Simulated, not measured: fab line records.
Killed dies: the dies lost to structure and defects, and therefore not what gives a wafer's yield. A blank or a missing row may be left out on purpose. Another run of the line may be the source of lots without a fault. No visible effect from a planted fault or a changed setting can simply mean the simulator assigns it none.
Chamber matching || flow gf180mcu || rie_diel-01 running GF_CONTACT_ETCH_16: 4 sister chambers
The step etches BARC in N2/H2. 14 wafers are shown with their chamber, then 7 later ones without.

== WAFERS PAIRED WITH THEIR CHAMBERS ==
{"wafer": "L105.1", "chamber": 2, "drypump_motor_current_A (A)": 5.5, "oes_product_au (a.u.)": 0.857, "throttle_valve_pct (%)": 13.202}
{"wafer": "L105.3", "chamber": 0, "drypump_motor_current_A (A)": 5.3, "oes_product_au (a.u.)": 0.854, "throttle_valve_pct (%)": 13.221}
{"wafer": "L105.4", "chamber": 1, "drypump_motor_current_A (A)": 5.7, "oes_product_au (a.u.)": 0.852, "throttle_valve_pct (%)": 13.233}
{"wafer": "L107.1", "chamber": 1, "drypump_motor_current_A (A)": 5.7, "oes_product_au (a.u.)": 0.860, "throttle_valve_pct (%)": 13.224}
{"wafer": "L107.3", "chamber": 2, "drypump_motor_current_A (A)": 5.6, "oes_product_au (a.u.)": 0.855, "throttle_valve_pct (%)": 13.226}
{"wafer": "L107.6", "chamber": 0, "drypump_motor_current_A (A)": 5.3, "oes_product_au (a.u.)": 0.853, "throttle_valve_pct (%)": 13.229}
{"wafer": "L110.2", "chamber": 3, "drypump_motor_current_A (A)": 5.7, "oes_product_au (a.u.)": 0.858, "throttle_valve_pct (%)": 13.234}
{"wafer": "L110.4", "chamber": 1, "drypump_motor_current_A (A)": 5.7, "oes_product_au (a.u.)": 0.857, "throttle_valve_pct (%)": 13.220}
{"wafer": "L110.6", "chamber": 3, "drypump_motor_current_A (A)": 5.7, "oes_product_au (a.u.)": 0.849, "throttle_valve_pct (%)": 13.234}
{"wafer": "L111.1", "chamber": 3, "drypump_motor_current_A (A)": 5.7, "oes_product_au (a.u.)": 0.847, "throttle_valve_pct (%)": 13.232}
{"wafer": "L111.2", "chamber": 0, "drypump_motor_current_A (A)": 5.3, "oes_product_au (a.u.)": 0.858, "throttle_valve_pct (%)": 13.236}
{"wafer": "L111.5", "chamber": 1, "drypump_motor_current_A (A)": 5.8, "oes_product_au (a.u.)": 0.859, "throttle_valve_pct (%)": 13.227}
{"wafer": "L116.2", "chamber": 0, "drypump_motor_current_A (A)": 5.3, "oes_product_au (a.u.)": 0.849, "throttle_valve_pct (%)": 13.207}
{"wafer": "L116.5", "chamber": 2, "drypump_motor_current_A (A)": 5.6, "oes_product_au (a.u.)": 0.857, "throttle_valve_pct (%)": 13.232}

SIGNATURES (averages over the wafers above)
{"reading": "drypump_motor_current_A", "chamber 0": 5.300, "chamber 1": 5.725, "chamber 2": 5.567, "chamber 3": 5.700, "scatter within a chamber": 0.0376}
{"reading": "oes_product_au", "chamber 0": 0.85350, "chamber 1": 0.85700, "chamber 2": 0.85633, "chamber 3": 0.85133, "scatter within a chamber": 0.00388}
{"reading": "throttle_valve_pct", "chamber 0": 13.22325, "chamber 1": 13.22600, "chamber 2": 13.22000, "chamber 3": 13.23333, "scatter within a chamber": 0.0103}
Rule: a wafer's distance from a chamber is the root of the sum, over the readings, of the square of ((its reading less the chamber's mean) divided by the reading's scatter). If the next closest chamber is less than 2 further off than the closest, the wafer can't be placed; otherwise it belongs to the closest. The scatter is the square root of a quotient: the sum, over the shown wafers, of each reading's squared deviation from its chamber's mean, divided by wafers minus chambers.

== WAFERS WHOSE CHAMBER IS MISSING ==
{"wafer": "L116.6", "drypump_motor_current_A (A)": 5.7, "oes_product_au (a.u.)": 0.852, "throttle_valve_pct (%)": 13.210}
{"wafer": "L119.1", "drypump_motor_current_A (A)": 5.3, "oes_product_au (a.u.)": 0.858, "throttle_valve_pct (%)": 13.229}
{"wafer": "L119.3", "drypump_motor_current_A (A)": 5.7, "oes_product_au (a.u.)": 0.857, "throttle_valve_pct (%)": 13.219}
{"wafer": "L119.5", "drypump_motor_current_A (A)": 5.7, "oes_product_au (a.u.)": 0.859, "throttle_valve_pct (%)": 13.237}
{"wafer": "L123.3", "drypump_motor_current_A (A)": 5.3, "oes_product_au (a.u.)": 0.850, "throttle_valve_pct (%)": 13.252}
{"wafer": "L123.4", "drypump_motor_current_A (A)": 5.8, "oes_product_au (a.u.)": 0.846, "throttle_valve_pct (%)": 13.216}
{"wafer": "L123.5", "drypump_motor_current_A (A)": 5.8, "oes_product_au (a.u.)": 0.858, "throttle_valve_pct (%)": 13.217}

== THE CHAMBER EACH PASSED THROUGH ==
{"wafer": "L116.6", "from the rows above": "can't be placed: 1 or 3 or 2", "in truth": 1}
{"wafer": "L119.1", "from the rows above": 0, "in truth": 0}
{"wafer": "L119.3", "from the rows above": "can't be placed: 1 or 3", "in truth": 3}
{"wafer": "L119.5", "from the rows above": "can't be placed: 1 or 3", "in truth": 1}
{"wafer": "L123.3", "from the rows above": 0, "in truth": 0}
{"wafer": "L123.4", "from the rows above": "can't be placed: 3 or 1", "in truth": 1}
{"wafer": "L123.5", "from the rows above": "can't be placed: 1 or 3", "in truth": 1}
Correctly placed: 2 of 7. From these rows, 5 cannot be placed; in 5 the true chamber is one of the candidates. Number placed wrongly: 0.
